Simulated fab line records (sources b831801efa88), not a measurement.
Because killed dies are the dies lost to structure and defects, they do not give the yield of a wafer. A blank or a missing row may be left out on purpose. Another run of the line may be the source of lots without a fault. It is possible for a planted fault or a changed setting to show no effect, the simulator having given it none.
The tool behind it: which one? -- flow sky130 -- 7 lots, 21 wafers sampled, at 1 step of a route of 708

## WHAT THE GAUGES READ, wafer by wafer
SKY_LI_CONTACT_THK_MEAS_01.
lot,measured,on,LI_CONTACT_HDPCVD_THK (nm)
L666,day 28 15:38,filmMetro-03,958 965 943
L668,day 28 22:54,filmMetro-04,959 961 977
L675,day 31 16:38,filmMetro-01,959 967 956
L677,day 32 07:22,filmMetro-04,959 956 960
L682,day 33 13:24,filmMetro-01,962 973 977
L684,day 34 13:04,filmMetro-03,971 949 983
L686,day 34 21:08,filmMetro-03,979 981 962

## WHICH TOOL RAN EACH LOT (tool, then ch and the chambers of the sampled wafers, then the start)
The record shows no process step preceding these readings.

## THE ANSWER, worked out from the rows above alone
Rule: usual is defined by the lots themselves. Put in order of their means at a reading, lots are off if they are a third of the lots or fewer, leave a main group of 4 or more, and stand apart from it by a gap of 3 or more times the standard deviation of the main group's means; of several such gaps the widest counts. If all means in a main group match to the digits the tables above print for the reading, that group is not used. A lot without any number at a reading at which 4 lots or more have one is off too. All remaining lots with rows at the step are treated as sound.
No lot is off at any reading shown: from this, nothing can be told.

## WHAT THE SIMULATOR PUT IN
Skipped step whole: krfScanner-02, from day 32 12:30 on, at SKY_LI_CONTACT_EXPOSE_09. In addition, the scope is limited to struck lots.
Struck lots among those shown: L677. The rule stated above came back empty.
